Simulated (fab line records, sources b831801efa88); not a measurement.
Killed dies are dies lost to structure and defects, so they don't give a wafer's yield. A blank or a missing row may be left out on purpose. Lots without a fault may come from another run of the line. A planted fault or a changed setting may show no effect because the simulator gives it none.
Problem report in the 8D (eight disciplines) form, filled by code | flow sky130 | the parts of the form that need people (team, actions taken, sign-off) are left out

1. THE PROBLEM
SONOS_TUNNEL_OVL at SKY_SONOS_TUNNEL_OVL_MEAS_08 reads a mean of 168.2 nm on 12 wafers of 4 lots; wafers without a fault read -1.8 nm with a standard deviation of 1.3. That is +99 or more standard deviations from the usual mean.
First seen on wafer L659.1, day 15 23:26, on overlay-01. The record holds 36 wafers of 12 lots with a number at this step. Rule for "out", or "out of limits": more than 4 standard deviations from the usual mean. The other wafers with a number count as sound.

2. WHAT IT IS AND WHAT IT IS NOT
question                    | is                     | is not
which readings at this step | SONOS_TUNNEL_OVL       | -
which lots                  | L659, L662, L663, L665 | L645, L648, L649, L652, L653, L656, L667, L668
which wafers of those lots  | all that have a number | -
read on which gauges        | overlay-01, overlay-02 | -
when                        | from day 15 23:26      | up to then (18 sound wafers); but 6 sound wafers of L667, L668 came after

3. SUSPECTS, AND WHAT RULES EACH OUT
Counting: a tool at a process step up to the reading stays a suspect if it ran every lot that is out and no sound lot after the first of them.
- the gauge at SKY_SONOS_TUNNEL_OVL_MEAS_08: ruled out. The wafers that are out were read on 2 gauges (overlay-01, overlay-02).
- iline_stepper-01 at SKY_SONOS_TUNNEL_EXPOSE_04 (exposes mask TUNM, target cd 410 nm): kept. It ran every lot that is out, first L659 (day 15 10:19), and no sound lot after that; its last sound lot up to then is L656 (day 14 10:21).
Left after counting: iline_stepper-01 at SKY_SONOS_TUNNEL_EXPOSE_04.

4. THE CAUSE (what the simulator had put in)
Scanner matching overlay: iline_stepper-01, from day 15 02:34 on, at SKY_SONOS_TUNNEL_EXPOSE_04. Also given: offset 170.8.
Counting left only this tool.

5. THE CHAIN OF EFFECTS, in route order
Each row: a reading whose mean over the struck wafers that have a number lies more than 3 standard deviations from the usual. Only readings for which the record gives a usual standard deviation are gone through. hours: the time from each lot's start at the first step in this table that gives one to its start at this step, as a median over the lots. sigmas: the change in usual standard deviations.
hours | step                         | reading             | usual   | on struck wafers | change | sigmas
0     | SKY_SONOS_TUNNEL_OVL_MEAS_08 | SONOS_TUNNEL_OVL    | -1.8 nm | 168.2            | +170.1 | +99 or more
791   | SKY_PAD_OPEN_PROBE_99        | killed_at_front_end | 16      | 220              | +204   | +50
791   | SKY_PAD_OPEN_PROBE_99        | killed_dies         | 88      | 296              | +208   | +21
791   | SKY_PAD_OPEN_PROBE_99        | killed_on_rim       | 17      | 58               | +42    | +10
The process steps in it:
- SKY_PAD_OPEN_PROBE_99

6. WHAT WOULD HAVE CAUGHT IT SOONER
In this record the first reading out of limits at a measuring or inspecting step was taken at day 15 23:26, 21 hours after the fault began at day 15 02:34.
Of the lots that are out (4), L662, L663, L665 began SKY_SONOS_TUNNEL_EXPOSE_04 on iline_stepper-01 after day 15 23:26. A hold on the tool at that time would have spared those 3.
